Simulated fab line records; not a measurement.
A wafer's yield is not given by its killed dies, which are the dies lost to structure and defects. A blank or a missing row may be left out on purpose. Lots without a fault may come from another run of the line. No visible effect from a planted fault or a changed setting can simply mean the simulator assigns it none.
fab line records	flow gf180mcu
record: lots: 7	wafers: 21	lastDay: 34
route steps=602 shown V1@345
lots with no fault: from the same line, run without faults
startH: hours from the record's first day to the start of the lot's first wafer shown	waitH: hours since the lot's step before	" identical to the entry in the row above	L1.1+2: several wafers, shown together as one row	- no value, or no start was given	* or withheld: withheld	< > ~ a bound
route shown NAME@n: names a module that has steps shown in the file, with the first one's number in the route	usual: the fault-free wafers' mean and standard deviation	same: alike in all rows	chamber/n: place in a boat	sites: per-site readings	_std_site: their standard deviation	_edge_site: mean of outer sites minus mean of inner sites	radiusMm: for every site, how far away it sits from the centre of the wafer	mask NAME#n: copy n	behind: the tool/chamber that last shaped the wafer	hold: what put the lot on hold/how long, in hours/how the hold closed	device: names the non-switching transistor (n, p or np)	end of line: the tests these same wafers got at the end of their route	where a step has no rows: the recipe by itself	killed: not the wafer's yield, but the dies lost to structure and defects at the first sort	map: the dies of a wafer, with x for killed, . for not killed, _ for no die there
set.NAME: the setting the step ran with; set.NAME@STEP: the setting that earlier step ran with	model.NAME: the simulator's own value behind a step, which no gauge read
a table for each step, a row for each wafer; lots at some steps of the route
services: a tool's chamber out of use, with start hour (startH, from the record's first day; less than 0 if before it), hours out, and reason
== steps ==
step: GF_V1_SOFTBAKE_10
recipe: tempC: 130	timeS: 60	resist: KrF
step: GF_V1_EXPOSE_11
recipe: maskId: Via1	targetCdNm: 260	na: 0.68	sourceShape: conventional	sigmaOuter: 0.6	doseMj: 38
step: GF_V1_PEB_12
recipe: pebTempC: 135	pebTimeS: 90	resist: KrF
step: GF_V1_DEVELOP_13
recipe: developTimeS: 60	resist: KrF	devTempC: 21
step: GF_V1_CD_MEAS_14
recipe: targetCdNm: 260
usual: cdNm: 260.2/1.3
lot.wafer	tool	chamber	startH	waitH	cdNm
L370.1	cdSem-02	-	437.79	0.1	261.9
L370.4	"	-	"	"	260.8
L370.6	"	-	"	"	260.6
L379.1	cdSem-01	-	519.29	0.1	259.8
L379.3	"	-	"	"	260.6
L379.6	"	-	"	"	261.2
L380.2	cdSem-01	-	530.15	0.1	262.6
L380.4	"	-	"	"	263.7
L380.5	"	-	"	"	262.6
L385.2	cdSem-02	-	569.26	0.1	259.8
L385.4	"	-	"	"	259.4
L385.6	"	-	"	"	260.6
L386.1	cdSem-02	-	574.84	0.1	259.6
L386.2	"	-	"	"	260.3
L386.6	"	-	"	"	260.3
L387.2	cdSem-02	-	579.71	0.1	259.6
L387.3	"	-	"	"	260.2
L387.6	"	-	"	"	258.5
L389.2	cdSem-02	-	598.70	0.1	261.4
L389.4	"	-	"	"	262.2
L389.5	"	-	"	"	261.3
step: GF_V1_OVL_MEAS_15
usual: V1_OVL: 0/5
lot.wafer	tool	chamber	startH	waitH	V1_OVL[nm]
L370.1	overlay-01	-	437.91	0.1	-10
L370.4	"	-	"	"	-5
L370.6	"	-	"	"	-7
L379.1	overlay-01	-	519.41	0.1	4
L379.3	"	-	"	"	1
L379.6	"	-	"	"	1
L380.2	overlay-01	-	530.26	0.1	-3
L380.4	"	-	"	"	-3
L380.5	"	-	"	"	-4
L385.2	overlay-01	-	569.37	0.1	-2
L385.4	"	-	"	"	-2
L385.6	"	-	"	"	1
L386.1	overlay-01	-	574.96	0.1	0
L386.2	"	-	"	"	-9
L386.6	"	-	"	"	-6
L387.2	overlay-01	-	579.82	0.1	-4
L387.3	"	-	"	"	-2
L387.6	"	-	"	"	1
L389.2	overlay-01	-	598.81	0.1	-6
L389.4	"	-	"	"	-7
L389.5	"	-	"	"	-8
step: GF_V1_ETCH_16
recipe: chemistry: N2/H2	targetDepthA: withheld	overetchA: withheld	timeS: withheld	target: BARC	ionEnergyEv: 200	sourceW: 500	biasW: 100	pressureMtorr: 30	n2FlowSccm: 100	h2FlowSccm: 200
usual: drypumpMotorCurrentA: 5.6/0.35	oesProductAu: 0.855/0.0048	throttleValvePct: 13.225/0.0084
lot.wafer	tool	chamber	startH	waitH	drypumpMotorCurrentA	oesProductAu	throttleValvePct
L370.1	rieDiel-01	1	437.95	0.0	5.9	0.861	13.234
L370.4	"	3	"	"	5.8	0.856	13.225
L370.6	"	1	"	"	5.9	0.845	13.227
L379.1	rieDiel-01	2	519.45	0.0	5.9	0.852	13.226
L379.3	"	0	"	"	5.5	0.860	13.235
L379.6	"	3	"	"	5.8	0.865	13.209
L380.2	rieDiel-03	1	530.29	0.0	5.4	0.856	13.233
L380.4	"	0	"	"	5.7	0.855	13.221
L380.5	"	2	"	"	5.3	0.846	13.238
L385.2	rieDiel-02	0	569.40	0.0	5.6	0.853	13.241
L385.4	"	3	"	"	5.4	0.855	13.228
L385.6	"	1	"	"	4.7	0.843	13.236
L386.1	rieDiel-01	1	575.00	0.0	5.9	0.853	13.244
L386.2	"	2	"	"	5.9	0.859	13.226
L386.6	"	0	"	"	5.5	0.847	13.228
L387.2	rieDiel-02	3	579.85	0.0	5.4	0.850	13.227
L387.3	"	0	"	"	5.6	0.851	13.219
L387.6	"	0	"	"	5.6	0.854	13.230
L389.2	rieDiel-01	3	598.84	0.0	5.8	0.855	13.222
L389.4	"	0	"	"	5.5	0.852	13.230
L389.5	"	0	"	"	5.5	0.852	13.227
step: GF_V1_ETCH_17
recipe: chemistry: C4F8/O2/Ar	maskMaterial: KrF	target: SiO2	stopOn: TiN	sourceW: 1500	biasW: 1200	pressureMtorr: 40	c4f8FlowSccm: withheld	O2_flow_sccm: 6	Ar_flow_sccm: 300	timeS: withheld	targetDepthA: 6300
usual: oesProductAu: 0.856/0.0049
lot.wafer	tool	chamber	startH	waitH	oesProductAu
L370.1	rieDiel-01	1	-	-	0.864
L370.4	"	3	"	"	0.848
L370.6	"	1	"	"	0.863
L379.1	rieDiel-01	2	-	-	0.864
L379.3	"	0	"	"	0.860
L379.6	"	3	"	"	0.848
L380.2	rieDiel-03	1	-	-	0.864
L380.4	"	0	"	"	0.845
L380.5	"	2	"	"	0.856
L385.2	rieDiel-02	0	-	-	0.851
L385.4	"	3	"	"	0.855
L385.6	"	1	"	"	0.857
L386.1	rieDiel-01	1	-	-	0.850
L386.2	"	2	"	"	0.860
L386.6	"	0	"	"	0.851
L387.2	rieDiel-02	3	-	-	0.860
L387.3	"	0	"	"	0.852
L387.6	"	0	"	"	0.850
L389.2	rieDiel-01	3	-	-	0.857
L389.4	"	0	"	"	0.866
L389.5	"	0	"	"	0.854
step: GF_V1_STRIP_18
recipe: chemistry: O2/N2	powerW: 1400	pressureMtorr: 1500	platenTempC: 250	o2FlowSccm: 3000	n2FlowSccm: 300	overashFraction: 0.5
usual: drypumpMotorCurrentA: 5.5/0.39	heaterPowerW: 318/39	oesProductAu: 0.593/0.005	platenTempC: 249.98/0.2
lot.wafer	tool	chamber	startH	waitH	drypumpMotorCurrentA	heaterPowerW	oesProductAu	platenTempC	rfHoursCounterH
L370.1	plasmaAsher-02	1	438.08	-	6.0	262	0.599	250.30	1
L370.4	"	0	"	"	5.4	381	0.586	249.64	-
L370.6	"	1	"	"	5.9	276	0.597	250.03	-
L379.1	plasmaAsher-01	1	519.57	-	5.0	358	0.594	249.76	41
L379.3	"	0	"	"	5.5	282	0.591	250.14	-
L379.6	"	1	"	"	5.0	347	0.591	249.77	-
L380.2	plasmaAsher-01	1	530.42	-	5.0	346	0.603	250.14	42
L380.4	"	1	"	"	5.0	349	0.592	249.94	-
L380.5	"	0	"	"	5.5	289	0.592	249.81	-
L385.2	plasmaAsher-01	0	569.52	-	5.5	285	0.595	250.47	44
L385.4	"	0	"	"	5.5	283	0.588	250.10	-
L385.6	"	1	"	"	5.1	352	0.606	250.16	-
L386.1	plasmaAsher-02	1	575.12	-	5.9	268	0.598	250.11	15
L386.2	"	0	"	"	5.3	383	0.594	249.90	15
L386.6	"	1	"	"	5.9	266	0.598	249.98	-
L387.2	plasmaAsher-01	0	579.97	-	5.5	291	0.596	250.14	46
L387.3	"	0	"	"	5.5	282	0.591	250.07	-
L387.6	"	1	"	"	5.0	343	0.593	250.03	-
L389.2	plasmaAsher-04	0	598.96	-	6.3	307	0.599	249.65	81
L389.4	"	0	"	"	6.3	309	0.598	250.13	-
L389.5	"	1	"	"	5.3	330	0.598	250.05	-
step: GF_V1_STRIP_19
recipe: chemistry: postEtchResidueRemover	timeS: 1200	tempC: 72.5
step: GF_V1_CLEAN_20
recipe: chemistry: DIW	dry: n2Spin
step: GF_V1_SPUTTER_21
recipe: material: Ti	targetThkNm: 15	chamberPressurePa: 5	powerW: 2500	substrateTempC: 200	timeS: 80.02
usual: cathodeDcPowerW: 2500.0/0.43	chamberPressurePa: 5.000/0.01	throttleValvePct: 30.1/0.63
lot.wafer	tool	chamber	startH	waitH	cathodeDcPowerW	chamberPressurePa	throttleValvePct
L370.1	pvdSputter-02	-	438.62	0.0	2499.1	5.009	30.5
L370.4	"	-	"	"	2499.9	4.994	30.7
L370.6	"	-	"	"	2499.7	5.001	30.8
L379.1	pvdSputter-04	-	520.20	0.0	2500.3	4.995	30.5
L379.3	"	-	"	"	2499.2	4.977	30.1
L379.6	"	-	"	"	2499.2	4.994	30.5
L380.2	pvdSputter-02	-	530.95	0.0	2500.2	5.021	30.8
L380.4	"	-	"	"	2500.1	5.009	30.6
L380.5	"	-	"	"	2499.9	5.010	30.6
L385.2	pvdSputter-01	-	570.40	0.0	2500.2	5.009	29.3
L385.4	"	-	"	"	2499.3	4.985	29.8
L385.6	"	-	"	"	2500.4	5.009	29.3
L386.1	pvdSputter-04	-	575.67	0.0	2500.7	5.004	30.5
L386.2	"	-	"	"	2500.0	4.989	30.5
L386.6	"	-	"	"	2499.5	4.999	30.2
L387.2	pvdSputter-02	-	580.54	0.0	2499.8	5.007	29.9
L387.3	"	-	"	"	2500.1	4.999	30.5
L387.6	"	-	"	"	2499.8	4.998	30.4
L389.2	pvdSputter-02	-	599.53	0.0	2500.6	4.986	30.7
L389.4	"	-	"	"	2500.2	5.009	31.3
L389.5	"	-	"	"	2500.0	5.009	30.5
step: GF_V1_SPUTTER_22
recipe: material: TiN	targetThkNm: 10	chamberPressurePa: 5	powerW: 4000	timeS: 40
usual: cathodeDcPowerW: 4000.0/0.68	chamberPressurePa: 5.002/0.011	throttleValvePct: 30.1/0.63
lot.wafer	tool	chamber	startH	waitH	cathodeDcPowerW	chamberPressurePa	throttleValvePct
L370.1	pvdSputter-02	-	438.68	0.0	3999.8	5.010	30.6
L370.4	"	-	"	"	3999.7	5.023	31.0
L370.6	"	-	"	"	4000.8	5.001	30.4
L379.1	pvdSputter-04	-	520.26	0.0	4000.2	5.015	30.2
L379.3	"	-	"	"	4000.7	5.007	30.2
L379.6	"	-	"	"	4000.0	4.993	30.1
L380.2	pvdSputter-02	-	531.01	0.0	4000.2	4.981	30.7
L380.4	"	-	"	"	4000.5	4.988	30.4
L380.5	"	-	"	"	4000.1	5.000	30.6
L385.2	pvdSputter-01	-	570.46	0.0	-	-	-
L385.4	"	-	"	"	-	-	-
L385.6	"	-	"	"	-	-	-
L386.1	pvdSputter-04	-	575.73	0.0	-	-	-
L386.2	"	-	"	"	-	-	-
L386.6	"	-	"	"	-	-	-
L387.2	pvdSputter-02	-	580.60	0.0	-	-	-
L387.3	"	-	"	"	-	-	-
L387.6	"	-	"	"	-	-	-
L389.2	pvdSputter-02	-	599.59	0.0	4001.3	5.009	30.4
L389.4	"	-	"	"	4001.3	5.000	30.9
L389.5	"	-	"	"	4000.0	4.993	30.4
step: GF_V1_CVD_23
recipe: material: W	targetThkNm: 350	timeS: 105.05	tempC: 400	pressureTorr: 40
usual: heaterPowerW: 881/65
lot.wafer	tool	chamber	startH	waitH	heaterPowerW
L370.1	cvdW-02	1	438.72	0.0	866
L370.4	"	1	"	"	843
L370.6	"	1	"	"	838
L379.1	cvdW-02	1	520.30	0.0	857
L379.3	"	0	"	"	987
L379.6	"	1	"	"	865
L380.2	cvdW-01	0	531.05	0.0	833
L380.4	"	1	"	"	847
L380.5	"	1	"	"	819
L385.2	cvdW-02	1	570.50	0.0	869
L385.4	"	1	"	"	893
L385.6	"	1	"	"	839
L386.1	cvdW-02	1	575.77	0.0	859
L386.2	"	0	"	"	1006
L386.6	"	1	"	"	876
L387.2	cvdW-01	1	580.64	0.0	842
L387.3	"	0	"	"	843
L387.6	"	0	"	"	830
L389.2	cvdW-01	1	599.63	0.0	833
L389.4	"	1	"	"	847
L389.5	"	1	"	"	813
== services ==
tool	chamber	startH	hours	kind
rieDiel-02	1	418.51	8.4	repair
plasmaAsher-02	-	421.25	9.0	pm
cvdW-01	1	430.45	10.1	repair
rieDiel-01	2	454.36	7.0	repair
plasmaAsher-01	-	457.79	2.6	repair
plasmaAsher-02	-	462.11	11.8	repair
rieDiel-03	1	476.31	6.8	repair
cvdW-01	-	485.07	2.8	pm
cvdW-02	-	486.22	5.5	repair
rieDiel-02	3	496.07	3.3	repair
rieDiel-02	1	496.17	4.0	repair
rieDiel-01	-	496.68	2.8	pm
rieDiel-01	0	523.97	30.5	repair
rieDiel-02	-	529.23	2.8	pm
cvdW-01	-	533.01	6.9	pm
rieDiel-02	2	535.74	2.2	repair
plasmaAsher-01	-	540.73	18.3	repair
cvdW-01	0	542.28	15.1	repair
rieDiel-01	3	554.48	-	clean
rieDiel-01	3	554.48	21.3	scheduledDown
rieDiel-01	3	554.48	21.3	ventCycle
rieDiel-02	3	566.31	2.5	repair
rieDiel-01	-	577.20	14.6	pm
plasmaAsher-02	-	580.96	28.1	pm
== key ==
firstSign: step: GF_V1_SPUTTER_22	reading: toolRecord	direction: missing
effect none on later readings
metAt GF_V1_SPUTTER_22
struckWafers L385.2,L385.4,L385.6,L386.1,L386.2,L386.6,L387.2,L387.3,L387.6
laterRowsLeftOut L385.2,L385.4,L385.6,L386.1,L386.2,L386.6,L387.2,L387.3,L387.6
sortLeftOut L385.2,L385.4,L385.6,L386.1,L386.2,L386.6,L387.2,L387.3,L387.6
onsetBetween 531.01 570.46
fault: kind: skippedStepWhole	tool: pvdSputter-01,pvdSputter-02,pvdSputter-04	chamber: -	onsetH: 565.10	steps: GF_V1_SPUTTER_22	scope: struckLotsOnly
sortLeftOut: the simulated sort isn't trusted on such a fault, so these wafers' sort isn't shown, and their yield isn't known
laterRowsLeftOut: the simulator's readings of these wafers behind a module that went badly wrong aren't trusted and aren't shown, but for the sort
